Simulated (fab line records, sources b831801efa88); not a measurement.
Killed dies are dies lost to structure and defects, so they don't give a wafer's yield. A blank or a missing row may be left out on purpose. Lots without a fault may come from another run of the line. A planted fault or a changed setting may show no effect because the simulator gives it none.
Chamber matching | flow gf180mcu | GF_V5_CMP_04 on cmp-01: 4 sister chambers
The step polishes SiO2. 18 wafers are shown with their chamber, then 8 later ones without.

WAFERS WITH THEIR CHAMBER
wafer  | chamber | motor_current_A (A) | edge_zone_pressure_frac | slurry_filter_dp_kPa (kPa)
L427.1 | 3       | 12.1                | 1.006                   | 13.73
L427.2 | 1       | 12.9                | 1.000                   | 13.36
L427.3 | 2       | 11.6                | 0.998                   | 13.58
L430.1 | 3       | 11.6                | 0.999                   | 13.43
L430.3 | 1       | 12.3                | 1.005                   | 13.63
L430.6 | 0       | 11.5                | 1.005                   | 13.53
L431.1 | 3       | 12.0                | 0.997                   | 13.58
L431.3 | 1       | 12.8                | 1.002                   | 13.62
L431.6 | 2       | 11.0                | 0.991                   | 13.46
L432.1 | 3       | 12.6                | 0.993                   | 13.36
L432.4 | 0       | 12.0                | 1.011                   | 13.41
L432.5 | 1       | 12.4                | 0.997                   | 13.35
L433.3 | 3       | 11.9                | 1.006                   | 13.56
L433.4 | 2       | 11.2                | 1.014                   | 13.50
L433.6 | 3       | 12.4                | 0.995                   | 13.49
L435.2 | 2       | 10.9                | 0.999                   | 13.48
L435.5 | 0       | 11.8                | 0.998                   | 13.62
L445.1 | 1       | 12.5                | 0.999                   | 13.38

SIGNATURES (means of the wafers above)
reading                 | chamber 0 | chamber 1 | chamber 2 | chamber 3 | scatter within a chamber
motor_current_A         | 11.767    | 12.580    | 11.175    | 12.100    | 0.307
edge_zone_pressure_frac | 1.00467   | 1.00060   | 1.00050   | 0.99933   | 0.0063
slurry_filter_dp_kPa    | 13.5200   | 13.4680   | 13.5050   | 13.5250   | 0.119
Rule: a wafer's distance from a chamber is the root of the sum, over the readings, of the square of ((its reading less the chamber's mean) divided by the reading's scatter). The wafer belongs to the nearest chamber; if the next one is less than 2 further off, it can't be placed. The scatter: the root of (the sum of the squares of (reading less its chamber's mean) over the shown wafers, divided by (wafers less chambers)).

WAFERS WITHOUT THEIR CHAMBER
wafer  | motor_current_A (A) | edge_zone_pressure_frac | slurry_filter_dp_kPa (kPa)
L445.4 | 11.7                | 1.000                   | 13.29
L445.5 | 12.6                | 1.006                   | 13.67
L447.1 | 11.9                | 1.008                   | 13.48
L447.2 | 12.3                | 0.997                   | 13.65
L447.5 | 11.9                | 0.998                   | 13.30
L449.3 | 12.6                | 0.994                   | 13.39
L449.4 | 11.8                | 1.002                   | 13.40
L449.5 | 11.0                | 0.999                   | 13.25

WHICH CHAMBER EACH WENT THROUGH
wafer  | from the rows above               | in truth
L445.4 | can't be placed: 0 or 3 or 2 or 1 | 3
L445.5 | can't be placed: 1 or 3 or 0      | 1
L447.1 | can't be placed: 0 or 3 or 1 or 2 | 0
L447.2 | can't be placed: 3 or 1 or 0      | 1
L447.5 | can't be placed: 3 or 0 or 1 or 2 | 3
L449.3 | can't be placed: 1 or 3           | 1
L449.4 | can't be placed: 0 or 3 or 2 or 1 | 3
L449.5 | can't be placed: 2 or 0           | 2
Placed correctly: 0 of 8. Can't be placed from these rows: 8 (the true chamber is among the candidates in 8). Placed wrongly: 0.
